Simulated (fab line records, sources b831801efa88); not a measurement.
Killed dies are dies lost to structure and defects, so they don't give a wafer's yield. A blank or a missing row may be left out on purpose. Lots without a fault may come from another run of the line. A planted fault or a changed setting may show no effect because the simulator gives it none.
One fault seen from 2 desks | flow gf180mcu | each desk has only its own numbers; what lay behind them comes last

THE METROLOGY DESK
What the gauges read, lot by lot, whatever tool the lot ran on: means of the sampled wafers that have a number. A lot is out of limits, marked OUT, if its mean lies more than 4 standard deviations from the usual mean; the brackets give that distance.
Columns: A = cd_nm at GF_M2_CD_MEAS_14, usual 279.8 nm; B = M2_OVL at GF_M2_OVL_MEAS_15, usual 4 nm
lot  | first seen here | A                | B
L939 | day 19 08:00    | 279.2            | 14
L940 | day 20 06:08    | 279.8            | 1
L941 | day 20 15:00    | 277.2            | -1
L942 | day 20 19:18    | 281.0            | 2
L944 | day 21 15:33    | 279.1            | -6
L943 | day 21 18:44    | 280.1            | 7
L946 | day 22 03:58    | 279.0            | 5
L945 | day 22 07:02    | 279.5            | 7
L947 | day 22 12:08    | 280.7            | -2
L948 | day 23 03:03    | 280.3            | 3
L956 | day 25 11:40    | 272.8 (-5.8) OUT | 1
L960 | day 26 20:32    | 280.4            | 7
This desk's finding: out of limits on L956; first on L956, day 25 11:40 (cd_nm at GF_M2_CD_MEAS_14). In limits: L939, L940, L941, L942, L944, L943, L946, L945, L947, L948, L960.

THE TOOL OWNER'S DESK: krf_scanner-01
The tool's own readings at GF_M2_EXPOSE_11 (exposes mask Metal2, target cd 280 nm): means of the sampled wafers that have a number, for each lot that ran on this tool. A lot is out of limits, marked OUT, if its mean lies more than 4 standard deviations from the usual mean; the brackets give that distance.
Columns: A = exposure_dose_mJ_cm2 at GF_M2_EXPOSE_11, usual 27.98
lot  | first seen here | A
L940 | day 19 17:54    | 27.93
L941 | day 20 03:18    | 27.95
L942 | day 20 08:03    | 27.97
L944 | day 21 03:33    | 28.01
L945 | day 21 19:25    | 28.00
L947 | day 22 00:43    | 28.00
L948 | day 22 15:54    | 28.02
L956 | day 25 01:14    | 27.98
This desk's finding: nothing out of limits on any of the 8 lots.

PUT TOGETHER
The metrology desk could have raised an alarm at day 25 11:40, on L956.
The tool owner's desk saw nothing out of limits.
The tool owner's desk has L956 on record, within its limits.
Of the lots named, all ran GF_M2_EXPOSE_11 on krf_scanner-01.

WHAT THE SIMULATOR HAD PUT IN
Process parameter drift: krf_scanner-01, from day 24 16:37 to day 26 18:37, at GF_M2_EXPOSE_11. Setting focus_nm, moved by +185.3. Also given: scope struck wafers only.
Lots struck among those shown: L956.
Hours from the fault's start to each desk's first reading out of limits: the metrology desk, 19.
